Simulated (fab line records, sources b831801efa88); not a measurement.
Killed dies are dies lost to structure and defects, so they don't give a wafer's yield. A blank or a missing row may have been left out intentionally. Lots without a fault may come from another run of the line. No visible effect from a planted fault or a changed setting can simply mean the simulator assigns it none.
Matching of chambers | flow gf180mcu | 3 sister chambers for GF_V3_CVD_00 on hdpcvd-01
The step deposits SiO2, target thk 600 nm, time 100 s. 14 wafers are shown with their chamber, then 7 later ones without.

== EACH WAFER AND ITS CHAMBER ==
wafer  | chamber | sih4-flow-sccm (sccm)
L599.1 | 0       | 60.37
L599.3 | 1       | 60.15
L599.4 | 0       | 60.10
L600.2 | 2       | 60.25
L600.3 | 1       | 60.09
L600.6 | 1       | 59.86
L602.4 | 1       | 60.00
L602.5 | 2       | 59.78
L602.6 | 0       | 60.14
L606.3 | 1       | 60.13
L606.5 | 1       | 59.84
L606.6 | 2       | 59.70
L607.1 | 2       | 59.94
L607.3 | 1       | 59.96

SIGNATURES (means of the wafers above)
reading        | chamber 0 | chamber 1 | chamber 2 | scatter within a chamber
sih4-flow-sccm | 60.2033   | 60.0043   | 59.9175   | 0.169
Rule: a wafer lies at a distance from a chamber equal to the root of the sum of squares, over the readings, of (its reading less the chamber's mean, divided by the reading's scatter). If the next closest chamber is less than 2 further off than the closest, the wafer can't be placed; otherwise it belongs to the closest. The scatter: take each reading less its chamber's mean, square it, sum over the shown wafers, divide by the number of wafers less the number of chambers, and take the root.

== WAFERS MISSING THEIR CHAMBER ==
wafer  | sih4-flow-sccm (sccm)
L607.6 | 59.89
L612.2 | 59.95
L612.4 | 60.05
L612.5 | 60.03
L615.1 | 60.51
L615.4 | 60.13
L615.5 | 59.90

== WHICH CHAMBER EACH WENT THROUGH ==
wafer  | from the rows above          | in truth
L607.6 | can't be placed: 2 or 1 or 0 | 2
L612.2 | can't be placed: 2 or 1 or 0 | 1
L612.4 | can't be placed: 1 or 2 or 0 | 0
L612.5 | can't be placed: 1 or 2 or 0 | 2
L615.1 | can't be placed: 0 or 1 or 2 | 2
L615.4 | can't be placed: 0 or 1 or 2 | 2
L615.5 | can't be placed: 2 or 1 or 0 | 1
Correctly placed: 0 of 7. These rows do not allow placing 7 (true chamber among the candidates in 7). Wrongly placed: 0.
